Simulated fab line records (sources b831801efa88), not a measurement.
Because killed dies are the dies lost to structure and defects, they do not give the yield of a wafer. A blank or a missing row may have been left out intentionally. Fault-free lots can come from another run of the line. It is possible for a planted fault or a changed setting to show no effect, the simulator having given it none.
One fault through the eyes of 2 desks ; flow gf180mcu ; each desk holds nothing but its own numbers, with what lay behind them at the end

AT THE METROLOGY DESK
Means of the sampled wafers that have a number, per lot and without regard to the tool the lot ran on: this is what the gauges read. Marked OUT: a lot whose mean sits more than 4 standard deviations from the usual mean, which makes it out of limits; the brackets give that distance.
Columns: A = HV_LDD_3_TW at GF_HV_LDD_TW_MEAS_38, usual 1438; B = cd-nm at GF_HV_LDD_CD_MEAS_46, usual 403.3 nm
lot;first seen here;A;B
L430;day 11 14:38;1447;404.1
L436;day 13 22:43;1443;405.8
L443;day 16 01:23;1442;406.2
L445;day 16 14:51;1429;408.4
L449;day 17 23:43;1434;403.2
L451;day 18 18:29;1435;404.1
This desk's finding: nothing out of limits on any of the 6 lots.

AT THE TOOL OWNER'S DESK: litho-track-04
The tool's own readings at GF_HV_LDD_DEVELOP_45 (develop time 62.29 s): means of the sampled wafers that have a number, for each lot that ran on this tool. Marked OUT: a lot whose mean sits more than 4 standard deviations from the usual mean, which makes it out of limits; the brackets give that distance.
Columns: A = chill-plate-temp-C at GF_HV_LDD_DEVELOP_45, usual 22.99 C; B = developer-temp-C at GF_HV_LDD_DEVELOP_45, usual 23.01 C; C = exhaust-pa at GF_HV_LDD_DEVELOP_45, usual 45.1 Pa; D = resist-line-temp-C at GF_HV_LDD_DEVELOP_45, usual 23.00 C
lot;first seen here;A;B;C;D
L430;day 12 09:19;22.94;22.98;45.7;22.93
L443;day 16 23:40;23.02;22.11 (-8.2) OUT;43.3;22.96
L445;day 17 13:39;23.09;21.87 (-10) OUT;44.7;22.94
This desk's finding: out of limits on L443, L445; first on L443, day 16 23:40 (developer-temp-C at GF_HV_LDD_DEVELOP_45). L430: within limits.

ALL TOGETHER
The tool owner's desk had the chance to raise an alarm at day 16 23:40 on L443, L445.
Nothing out of limits was seen by the metrology desk.
The metrology desk holds a record of L443, L445, inside its limits.
Of the lots named, all ran GF_HV_LDD_DEVELOP_45 on litho-track-04.

WHAT THE SIMULATOR PUT IN
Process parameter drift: litho-track-04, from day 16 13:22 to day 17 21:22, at GF_HV_LDD_DEVELOP_45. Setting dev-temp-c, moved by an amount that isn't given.
Struck lots among those shown: L443, L445.
Delay in hours, fault start to first out-of-limits reading, by desk: the tool owner's desk at 10.
